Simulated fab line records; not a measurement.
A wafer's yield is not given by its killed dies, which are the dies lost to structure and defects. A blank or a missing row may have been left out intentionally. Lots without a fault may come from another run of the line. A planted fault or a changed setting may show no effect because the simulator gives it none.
Matching of chambers	flow gf180mcu	cmp-01 running GF_V1_CMP_26: 4 sister chambers
The step polishes, stops on SiO2, t overpolish 15 s, target thk 0 nm. 14 wafers are shown with their chamber, then 7 later ones without.

WAFERS PAIRED WITH THEIR CHAMBERS
wafer	chamber	motor_current_A (A)	overpolish_run_s (s)	time_to_endpoint_s (s)
L075.2	3	10.4	14.999	89.6
L075.4	2	11.4	15.007	87.6
L075.6	3	10.5	14.998	86.6
L076.1	1	11.7	14.992	88.6
L076.2	0	9.9	14.999	91.0
L076.3	2	12.2	15.000	91.0
L076.4	3	10.5	14.976	91.0
L076.5	1	11.7	14.985	84.8
L076.6	0	10.0	14.999	84.8
L078.1	2	12.1	15.016	90.2
L078.3	0	9.8	15.004	86.8
L078.4	3	11.2	14.996	85.2
L079.2	3	10.6	14.990	82.5
L079.3	0	9.7	14.990	83.2

SIGNATURES (means of the wafers above)
reading	chamber 0	chamber 1	chamber 2	chamber 3	scatter within a chamber
motor_current_A	9.850	11.700	11.900	10.640	0.29
overpolish_run_s	14.99800	14.98850	15.00767	14.99180	0.00785
time_to_endpoint_s	86.450	86.700	89.600	86.980	3.07
Rule: for a wafer and a chamber, the distance is found by dividing, reading by reading, the gap between the wafer's reading and the chamber's mean by the reading's scatter, squaring, summing and taking the root. The wafer belongs to the nearest chamber; if the next one is less than 2 further off, it can't be placed. The scatter: the root of (the sum of the squares of (reading less its chamber's mean) over the shown wafers, divided by (wafers less chambers)).

WAFERS MISSING THEIR CHAMBER
wafer	motor_current_A (A)	overpolish_run_s (s)	time_to_endpoint_s (s)
L079.5	11.4	15.002	81.1
L095.4	10.4	15.000	86.6
L095.5	11.1	14.987	86.9
L095.6	12.1	14.994	88.3
L097.4	11.7	15.010	84.4
L097.5	11.9	14.989	86.7
L097.6	10.0	14.997	84.0

THE CHAMBER EACH PASSED THROUGH
wafer	from the rows above	in truth
L079.5	can't be placed: 1 or 2 or 3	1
L095.4	can't be placed: 3 or 0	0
L095.5	can't be placed: 3 or 1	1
L095.6	can't be placed: 1 or 2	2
L097.4	can't be placed: 2 or 1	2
L097.5	can't be placed: 1 or 2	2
L097.6	can't be placed: 0 or 3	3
Correctly placed: 0 of 7. Cannot be placed on the basis of these rows: 7; the candidates contain the true chamber in 7. Number placed wrongly: 0.
